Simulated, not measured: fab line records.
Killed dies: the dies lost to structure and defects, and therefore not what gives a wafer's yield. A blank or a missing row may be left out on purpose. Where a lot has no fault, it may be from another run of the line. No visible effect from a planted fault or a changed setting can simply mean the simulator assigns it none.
Struck lot and sound lot, side by side / flow sky130 / 16 out of 708 route steps
Sound: wafers L985.2, L985.3, L985.5. Wafers struck: L987.3, L987.4, L987.5. The cause is named last.
At each step with rows: each side's tool, then ch and its chambers, then its first start. Under that, the readings that differ: sound wafers / struck wafers / difference of the means / sigmas: that difference in standard deviations of wafers without a fault.
alike: readings with means less than 2 such deviations apart, plus words and numbers identical on both sides. not compared: withheld readings, readings lacking a value on some wafer, bounds such as >300 that could conceal the same value, and numbers that have no deviation in the record and whose values overlap.
Wherever a step has rows on one side only, a row that says differs or no value, or a row with sigmas, the two part there. Numbers that have no deviation but don't overlap get no sigmas and don't part them. Lack of a reading on every wafer of one side parts them only where that side has two or more wafers.

SKY_VT_ADJUST_LVTN_OVL_MEAS_07:
  sound on overlay-01 at day 8 18:47; struck on overlay-02 at day 9 11:42
reading=VT_ADJUST_LVTN_OVL (nm); sound=-2.6 -3.3 -2.7; struck=0.3 -1.7 1.1; difference=+2.8; sigmas=+2
then, 1 step without rows for these wafers: SKY_VT_ADJUST_LVTN_IMPLANT_08.
SKY_VT_ADJUST_LVTN_STRIP_09: strips in O2/N2.
  sound on plasmaAsher-03 ch 0,1, day 8 18:58; struck on plasmaAsher-03 ch 0,1, day 9 11:55
  alike: drypumpMotorCurrentA, n2FlowSccm, oesProductAu, stripTimeToEndpointS
  not compared: rfHoursCounterH
SKY_VT_ADJUST_LVTN_TW_MEAS_10:
  sound on filmMetro-02 at day 8 19:04; struck on filmMetro-02 at day 9 12:00
  alike: VT_ADJUST_LVTN_TW
then, 7 steps without rows for these wafers: SKY_VT_ADJUST_LVTN_DEHYDRATE_11 (time 60 s); SKY_VT_ADJUST_LVTN_HMDS_12 (prime time 60 s); SKY_VT_ADJUST_LVTN_COAT_13 (resist thk 1140 nm); SKY_VT_ADJUST_LVTN_SOFTBAKE_14 (time 60 s); SKY_VT_ADJUST_LVTN_EXPOSE_15 (exposes mask HVN STD DERIVED, target cd 600 nm); SKY_VT_ADJUST_LVTN_PEB_16; SKY_VT_ADJUST_LVTN_DEVELOP_17 (develop time 60 s).
SKY_VT_ADJUST_LVTN_OVL_MEAS_18:
  sound on overlay-01 at day 9 16:47; struck on overlay-01 at day 10 10:36
  alike: VT_ADJUST_LVTN_01_OVL
SKY_VT_ADJUST_LVTN_IMPLANT_19:
  sound on implanter-01 ch 0, day 9 16:50; struck on implanter-01 ch 0, day 10 10:41
reading=doseIonsCm2; sound=6.501e+11 6.509e+11 6.503e+11; struck=3.975e+11 3.99e+11 3.984e+11; difference=-2.521e+11; sigmas=-99 or more
reading=faradayCurrentUA; sound=3.61 3.64 3.77; struck=2.33 2.29 2.23; difference=-1.39; sigmas=-19
SKY_VT_ADJUST_LVTN_STRIP_20: strips in O2/N2.
  sound on plasmaAsher-01 ch 0,1, day 9 16:58; struck on plasmaAsher-03 ch 0,1, day 10 10:49
reading=stripTimeToEndpointS (s); sound=14.22 14.22 14.23; struck=14.15 14.13 14.09; difference=-0.10; sigmas=-2
  alike: drypumpMotorCurrentA, n2FlowSccm, oesProductAu
  not compared: rfHoursCounterH
SKY_VT_ADJUST_LVTN_TW_MEAS_21:
  sound on filmMetro-03 at day 9 17:04; struck on filmMetro-02 at day 10 11:08
reading=VT_ADJUST_LVTN_2_TW; sound=184.9 185.9 186.3; struck=165.7 165.8 166.4; difference=-19.7; sigmas=-14
  not compared: hold
-- record jumps: 38 days separate the struck wafers' starts on either side; left off in module VT_ADJUST_LVTN, taken up again in module PAD_OPEN, whose first shown step is the route's number 708 --
SKY_PAD_OPEN_PROBE_99:
  sound on prober-01 at day 47 20:35; struck on prober-02 at day 48 09:02
reading=model.etest.resPwellUnderGate.rsOhmSq; sound=2276 2278 2298; struck=2333 2327 2335; difference=+48; sigmas=
reading=model.etest.tip_n_5v.rsOhmSq; sound=1385 1383 1390; struck=1378 1367 1363; difference=-17; sigmas=
reading=model.etest.nfetG5v0d10v5.bodyRiseV (V); sound=0.665 0.6781 0.6754; struck=0.653 0.6464 0.6422; difference=-0.026; sigmas=
reading=model.etest.nfet_16v.bodyRiseV (V); sound=0.6631 0.6751 0.669; struck=0.65 0.6433 0.6382; difference=-0.03; sigmas=
reading=model.etest.nfetG5v0d10v5.vtSatV (V); sound=0.7662 0.7703 0.7636; struck=0.7366 0.7387 0.7423; difference=-0.0275; sigmas=
reading=model.etest.nfetG5v0d10v5.vtV (V); sound=0.8226 0.8281 0.8229; struck=0.806 0.8081 0.8064; difference=-0.018; sigmas=
reading=model.etest.nfet_16v.vtV (V); sound=0.7735 0.7772 0.7669; struck=0.761 0.7581 0.7576; difference=-0.014; sigmas=
reading=model.etest.nfetG5v0d10v5.vtLongV (V); sound=0.8159 0.8221 0.813; struck=0.8062 0.8058 0.8002; difference=-0.0129; sigmas=
  alike: killed_at_M0_to_M3, killed_at_M4_up, killedAtContacts, killedAtFrontEnd, killedAtOther, killedDies, killedOpen, killedShort

## WHERE THEY PART
First at SKY_VT_ADJUST_LVTN_OVL_MEAS_07; last, within this record, at SKY_VT_ADJUST_LVTN_TW_MEAS_21. Later steps at which nothing parts them and some readings are alike: SKY_PAD_OPEN_PROBE_99.

WHY: the cause the simulator had injected
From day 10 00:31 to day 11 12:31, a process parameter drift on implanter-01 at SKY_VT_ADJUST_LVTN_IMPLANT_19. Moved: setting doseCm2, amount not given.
